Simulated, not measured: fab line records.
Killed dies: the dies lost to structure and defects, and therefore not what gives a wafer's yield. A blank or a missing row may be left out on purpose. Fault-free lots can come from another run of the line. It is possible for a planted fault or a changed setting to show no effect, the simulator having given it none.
Which of the tools did it?    flow sky130    Sampling: 6 lots, 17 wafers, 3 of 708 route steps

WHAT THE GAUGES SHOWED, per wafer
SKY_NWELL_TW_MEAS_15.
lot   measured     on             NWELL_TW
L315  day 5 00:47  film_metro-02  1848 1842 1858
L322  day 6 16:41  film_metro-03  1831 1833
L326  day 7 18:40  film_metro-02  1831 1834 1827
L329  day 8 10:11  film_metro-03  1837 1827 1835
L331  day 9 00:57  film_metro-03  1816 1813 1821
L334  day 9 21:08  film_metro-02  1829 1820 1827

TOOL THAT RAN EACH LOT (tool first, then ch and the chambers of the sampled wafers, then the start)
lot   SKY_DNWELL_COAT_02                SKY_DNWELL_STRIP_08
L315  litho_track-01 ch 0, day 3 04:26  plasma_asher-04 ch 1, day 3 13:25
L322  litho_track-03 ch 0, day 4 16:08  plasma_asher-01 ch 1, day 5 01:56
L326  litho_track-03 ch 0, day 5 16:08  plasma_asher-03 ch 0,1, day 6 02:17
L329  litho_track-01 ch 0, day 6 06:56  plasma_asher-01 ch 0,1, day 6 17:12
L331  litho_track-02 ch 0, day 6 19:13  plasma_asher-01 ch 0,1, day 7 04:55
L334  litho_track-01 ch 0, day 7 13:20  plasma_asher-03 ch 0,1, day 8 01:03
- SKY_DNWELL_COAT_02: resist thk 3000 nm.
- SKY_DNWELL_STRIP_08: strips in O2/N2.

THE ANSWER, worked out from the rows above alone
Rule: the usual values come from the lots themselves. The widest of any qualifying gaps counts: lots, ordered by their means at a reading, are off when they make up no more than a third of the lots, leave a main group of 4 or more, and stand apart from it by 3 or more times the standard deviation of that group's means. A main group whose means are all the same, to the digits that the tables above print for the reading, isn't used. Also off: a lot with no number at a reading for which 4 or more lots have one. Any other lot the step has rows for is counted as sound.
Nothing can be told from this: no lot is off at any reading shown.

WHAT THE SIMULATOR PUT IN
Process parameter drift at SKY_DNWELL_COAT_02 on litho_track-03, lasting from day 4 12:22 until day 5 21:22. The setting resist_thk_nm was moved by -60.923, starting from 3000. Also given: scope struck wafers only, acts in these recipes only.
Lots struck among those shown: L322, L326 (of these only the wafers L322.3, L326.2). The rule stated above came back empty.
